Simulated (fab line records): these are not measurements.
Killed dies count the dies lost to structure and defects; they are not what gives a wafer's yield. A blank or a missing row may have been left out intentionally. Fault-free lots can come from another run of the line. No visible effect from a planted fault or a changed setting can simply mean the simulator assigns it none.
Check of tool commonality | flow sky130 | Sampled: 12 lots, 42 wafers

== WHAT PROMPTED THE OPENING ==
SKY_GATE_OXIDE_THK_MEAS_02, reading GATE_OXIDE_OXIDATION_00_THK: flagged on 2 of 12 lots. Fault-free wafers read 10.18 nm, with a standard deviation of 0.19.
Rule: a lot gets a flag if all its wafers with a number sit over 4 standard deviations from that mean, or if no wafer of it has a number. As for the other lots, they are considered sound.

lot  | measured     | on            | GATE_OXIDE_OXIDATION_00_THK (nm), wafer by wafer | flag
L880 | day 14 12:09 | film_metro-03 | 16.15 16.50 16.50 16.21 16.48 16.49              | FLAGGED
L876 | day 14 13:30 | film_metro-02 | 10.23 10.31 10.21                                |
L878 | day 14 16:47 | film_metro-03 | 10.22 9.98 10.20                                 |
L879 | day 14 17:46 | film_metro-03 | 10.39 10.42 10.37                                |
L882 | day 15 07:32 | film_metro-03 | 10.40 10.41 10.26                                |
L886 | day 16 18:46 | film_metro-02 | 16.18 16.28 15.78 16.19 16.30 15.85              | FLAGGED
L889 | day 17 15:19 | film_metro-01 | 10.38 10.45 10.22                                |
L894 | day 19 11:16 | film_metro-02 | 10.50 10.46 10.35                                |
L896 | day 20 07:30 | film_metro-02 | 10.14 10.18 10.33                                |
L897 | day 20 08:43 | film_metro-02 | 9.99 10.17 10.17                                 |
L898 | day 20 18:51 | film_metro-02 | 9.97 9.81 10.06                                  |
L899 | day 20 22:17 | film_metro-03 | 10.09 10.09 10.15                                |
Average over the flagged lots: 16.24 nm; offset from the usual +6.06 nm, equal to +32 standard deviations.

== TOOL THAT RAN EACH LOT ==
Before the reading, the record contains 2 process steps out of a 708-step route. Every cell lists first the tool, next ch and the chambers used by the sampled wafers, and last the start.
lot  | flag    | SKY_VT_ADJUST_PCH_STRIP_09           | SKY_GATE_OXIDE_OXIDATION_01
L880 | FLAGGED | plasma_asher-02 ch 0,1, day 11 21:38 | furnace-02 ch 0, day 14 08:34 and furnace-01 ch 0, day 14 10:44
L876 |         | plasma_asher-04 ch 0,1, day 11 23:59 | furnace-01 ch 0, day 14 12:05
L878 |         | plasma_asher-04 ch 0,1, day 12 01:35 | furnace-02 ch 0, day 14 15:22
L879 |         | plasma_asher-01 ch 0,1, day 12 02:47 | furnace-01 ch 0, day 14 16:22
L882 |         | plasma_asher-01 ch 0,1, day 12 16:31 | furnace-02 ch 0, day 15 06:07
L886 | FLAGGED | plasma_asher-04 ch 0,1, day 13 19:56 | furnace-02 ch 0, day 16 14:25
L889 |         | plasma_asher-04 ch 0,1, day 14 19:13 | furnace-01 ch 0, day 17 13:53
L894 |         | plasma_asher-01 ch 1, day 16 16:29   | furnace-01 ch 0, day 19 09:52
L896 |         | plasma_asher-02 ch 0,1, day 17 07:29 | furnace-01 ch 0, day 20 06:05
L897 |         | plasma_asher-01 ch 0,1, day 17 09:01 | furnace-02 ch 0, day 20 07:17
L898 |         | plasma_asher-01 ch 0,1, day 17 19:05 | furnace-02 ch 0, day 20 17:26
L899 |         | plasma_asher-02 ch 0,1, day 18 00:50 | furnace-02 ch 0, day 20 20:52
These steps, and what they do:
- SKY_VT_ADJUST_PCH_STRIP_09: strips in O2/N2.
- SKY_GATE_OXIDE_OXIDATION_01: stabilise 600 s, purge 300 s, target thk 10.268 nm.
- SKY_GATE_OXIDE_THK_MEAS_02

== FLAGGED AGAINST TOTAL, ONE TOOL AT A TIME (gauges that did the reading follow at the end) ==
step                        | tool            | lots run | flagged | share of the flagged lots | sound lots run after its first flagged lot
SKY_VT_ADJUST_PCH_STRIP_09  | plasma_asher-01 | 5        | 0       | none                      | -
SKY_VT_ADJUST_PCH_STRIP_09  | plasma_asher-02 | 3        | 1       | some                      | 2 (L896,L899)
SKY_VT_ADJUST_PCH_STRIP_09  | plasma_asher-04 | 4        | 1       | some                      | 1 (L889)
SKY_GATE_OXIDE_OXIDATION_01 | furnace-01      | 6        | 1       | some                      | 5 (L876,L879,L889,L894,L896)
SKY_GATE_OXIDE_OXIDATION_01 | furnace-02      | 7        | 2       | all                       | 5 (L878,L882,L897,L898,L899)
SKY_GATE_OXIDE_THK_MEAS_02  | film_metro-01   | 1        | 0       | none                      | -
SKY_GATE_OXIDE_THK_MEAS_02  | film_metro-02   | 6        | 1       | some                      | 4 (L894,L896,L897,L898)
SKY_GATE_OXIDE_THK_MEAS_02  | film_metro-03   | 5        | 1       | some                      | 4 (L878,L879,L882,L899)

== WHAT THE TABLE ALLOWS ==
All flagged lots share 1 row of the table, namely furnace-02 at SKY_GATE_OXIDE_OXIDATION_01.
- furnace-02 at SKY_GATE_OXIDE_OXIDATION_01 ran 7 lots, 2 of them flagged. Sound lots ran on it after the first flagged one (L878, L882, L897, L898, L899), which a lasting fault on the whole tool wouldn't allow.
Not one row of the table ran every flagged lot while running no sound lot after the first.

== WHAT THE SIMULATOR HAD INSERTED ==
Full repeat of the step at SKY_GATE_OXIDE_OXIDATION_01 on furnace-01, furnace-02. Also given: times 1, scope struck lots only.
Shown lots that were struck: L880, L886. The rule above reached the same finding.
